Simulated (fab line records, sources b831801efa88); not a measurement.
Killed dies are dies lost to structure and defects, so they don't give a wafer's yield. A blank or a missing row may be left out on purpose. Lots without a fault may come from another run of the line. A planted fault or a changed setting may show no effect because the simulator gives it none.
One fault seen from 2 desks | flow sky130 | each desk has only its own numbers; what lay behind them comes last

THE TOOL OWNER'S DESK: litho_track-02
The tool's own readings at SKY_PAD_OPEN_COAT_02 (resist thk 3000 nm): means of the sampled wafers that have a number, for each lot that ran on this tool. A lot is out of limits, marked OUT, if its mean lies more than 4 standard deviations from the usual mean; the brackets give that distance.
Columns: A = exhaust_pa at SKY_PAD_OPEN_COAT_02, usual 44.9 Pa; B = spin_speed_rpm at SKY_PAD_OPEN_COAT_02, usual 1999.8 rpm
lot  | first seen here | A    | B
L417 | day 46 19:35    | 44.5 | 1999.6
L422 | day 48 03:04    | 44.7 | 2000.6
L423 | day 48 04:25    | 45.3 | 1997.9
L433 | day 50 02:34    | 45.0 | 2093.7 (+78) OUT
L434 | day 50 05:29    | 45.3 | 2093.9 (+78) OUT
This desk's finding: out of limits on L433, L434; first on L433, day 50 02:34 (spin_speed_rpm at SKY_PAD_OPEN_COAT_02). In limits: L417, L422, L423.

THE METROLOGY DESK
What the gauges read, lot by lot, whatever tool the lot ran on: means of the sampled wafers that have a number. A lot is out of limits, marked OUT, if its mean lies more than 4 standard deviations from the usual mean; the brackets give that distance.
Columns: A = VIA3_W_THK at SKY_VIA3_THK_MEAS_23, usual 401 nm; B = PASSIVATION_CVD_00_THK at SKY_PASSIVATION_THK_MEAS_01, usual 89.9 nm
lot  | first seen here | A   | B
L414 | day 40 06:21    | 402 | 89.0
L415 | day 40 10:55    | 399 | 89.7
L416 | day 40 13:10    | 402 | 88.9
L417 | day 41 11:20    | 390 | 90.1
L421 | day 42 10:36    | 403 | 91.2
L422 | day 43 01:04    | 406 | 89.6
L423 | day 43 04:01    | 397 | 90.1
L424 | day 43 11:43    | 402 | 89.5
L425 | day 43 12:06    | 400 | 91.6
L433 | day 45 12:58    | 399 | 90.3
L434 | day 45 16:04    | 396 | 89.2
L435 | day 46 04:45    | 404 | 89.2
This desk's finding: nothing out of limits on any of the 12 lots.

PUT TOGETHER
The tool owner's desk could have raised an alarm at day 50 02:34, on L433, L434.
The metrology desk saw nothing out of limits.
The metrology desk has L433, L434 on record, within its limits.
Of the lots named, all ran SKY_PAD_OPEN_COAT_02 on litho_track-02.

WHAT THE SIMULATOR HAD PUT IN
Process parameter drift: litho_track-02, from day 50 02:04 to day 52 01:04, at SKY_PAD_OPEN_COAT_02. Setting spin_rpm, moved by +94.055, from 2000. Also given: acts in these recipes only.
Lots struck among those shown: L433, L434.
Hours from the fault's start to each desk's first reading out of limits: the tool owner's desk, 0.
